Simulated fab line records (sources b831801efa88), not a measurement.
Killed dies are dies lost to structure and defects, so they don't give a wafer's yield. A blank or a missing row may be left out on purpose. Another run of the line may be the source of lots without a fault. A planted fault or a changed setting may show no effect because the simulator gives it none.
Struck lot and sound lot, side by side | flow sky130 | 18 out of 708 route steps
Sound: wafers L229.2, L229.3, L229.6. The struck wafers were L224.3, L224.5, L224.6. The cause is given at the end.
Order at every step that has rows: each side's tool, ch and its chambers, its first start. Under that, the readings that differ: sound wafers | struck wafers | difference of the means | sigmas: that difference in standard deviations of wafers without a fault.
alike: readings with means less than 2 such deviations apart, plus words and numbers identical on both sides. not compared: withheld readings, readings lacking a value on some wafer, bounds such as >300 that could conceal the same value, and numbers that have no deviation in the record and whose values overlap.
Wherever a step has rows on one side only, a row that says differs or no value, or a row with sigmas, the two part there. Numbers that have no deviation but don't overlap get no sigmas and don't part them. A reading missing from all wafers of one side parts the sides only when that side holds two or more wafers.

first, 1 step without rows for these wafers: SKY_VT_ADJUST_PCH_IMPLANT_08.
SKY_VT_ADJUST_PCH_STRIP_09: strips in O2/N2.
  sound on plasma asher-04 ch 1, day 16 17:19; struck on plasma asher-03 ch 0,1, day 15 07:41
  alike: drypump motor current A, oes product au, strip time to endpoint s
  not compared: rf hours counter h
SKY_VT_ADJUST_PCH_TW_MEAS_10:
  sound: film metro-01 at day 16 17:25; struck: film metro-04 at day 15 07:47
  alike: VT_ADJUST_PCH_TW
then, 7 steps without rows for these wafers: SKY_SONOS_TUNNEL_DEHYDRATE_00 (time 60 s); SKY_SONOS_TUNNEL_HMDS_01 (prime time 60 s); SKY_SONOS_TUNNEL_COAT_02 (resist thk 1140 nm); SKY_SONOS_TUNNEL_SOFTBAKE_03 (time 60 s); SKY_SONOS_TUNNEL_EXPOSE_04 (exposes mask TUNM, target cd 410 nm); SKY_SONOS_TUNNEL_PEB_05; SKY_SONOS_TUNNEL_DEVELOP_06 (develop time 60 s).
SKY_SONOS_TUNNEL_CD_MEAS_07 targets a cd of 410 nm.
  sound: cd sem-02 at day 17 22:20; struck: cd sem-02 at day 16 10:23
  alike: cd nm
SKY_SONOS_TUNNEL_OVL_MEAS_08:
  sound: overlay-02 at day 17 22:27; struck: overlay-01 at day 16 10:29
  alike: SONOS_TUNNEL_OVL
SKY_SONOS_TUNNEL_IMPLANT_09:
  sound on implanter-03 ch 0, day 17 22:30; struck on implanter-01 ch 0, day 16 10:34
  reading            | sound             | struck         | difference | sigmas
  beam on s (s)      | 10.15 10.18 10.10 | 8.55 8.49 8.44 | -1.65      | -8
  faraday current uA | 5.58 5.55 5.58    | 6.58 6.67 6.72 | +1.09      | +10
  alike: beam energy keV, end station pressure torr
then, 2 steps without rows for these wafers: SKY_SONOS_TUNNEL_WET_ETCH_10 (etches SiO2 in dHF, target depth 14 nm, time 280 s); SKY_SONOS_TUNNEL_STRIP_11 (strips in SPM, time 600 s).
SKY_SONOS_TUNNEL_TW_MEAS_12:
  sound: film metro-03 at day 17 22:54; struck: film metro-03 at day 16 10:57
  reading         | sound             | struck            | difference | sigmas
  SONOS_TUNNEL_TW | 194.0 196.1 195.6 | 188.6 188.1 188.1 | -7.0       | -6
then, 1 step without rows for these wafers: SKY_SONOS_TUNNEL_CLEAN_13 (cleans in dHF, time 20 s).
-- here the record skips 33 days between the struck wafers' starts before and after, leaving off in module SONOS_TUNNEL and picking up in module PAD_OPEN (first step shown: number 708 of the route) --
SKY_PAD_OPEN_PROBE_99:
  sound: prober-01 at day 50 14:21; struck: prober-02 at day 49 15:09
  reading                              | sound                   | struck                  | difference | sigmas
  model.etest.sonos uncharged.vt v (V) | -0.4252 -0.4242 -0.3856 | -0.4558 -0.4568 -0.5086 | -0.0621    |
  alike: killed_at_M0_to_M3, killed_at_M4_up, killed at contacts, killed at front end, killed at other, killed dies, killed open, killed short

## WHERE THEY PART
Earliest at SKY_SONOS_TUNNEL_IMPLANT_09; latest, in this record, at SKY_SONOS_TUNNEL_TW_MEAS_12. Later steps at which nothing parts them and some readings are alike: SKY_PAD_OPEN_PROBE_99.

WHY: what had been put in by the simulator
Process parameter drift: implanter-01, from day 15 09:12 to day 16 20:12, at SKY_SONOS_TUNNEL_IMPLANT_09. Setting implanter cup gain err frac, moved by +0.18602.
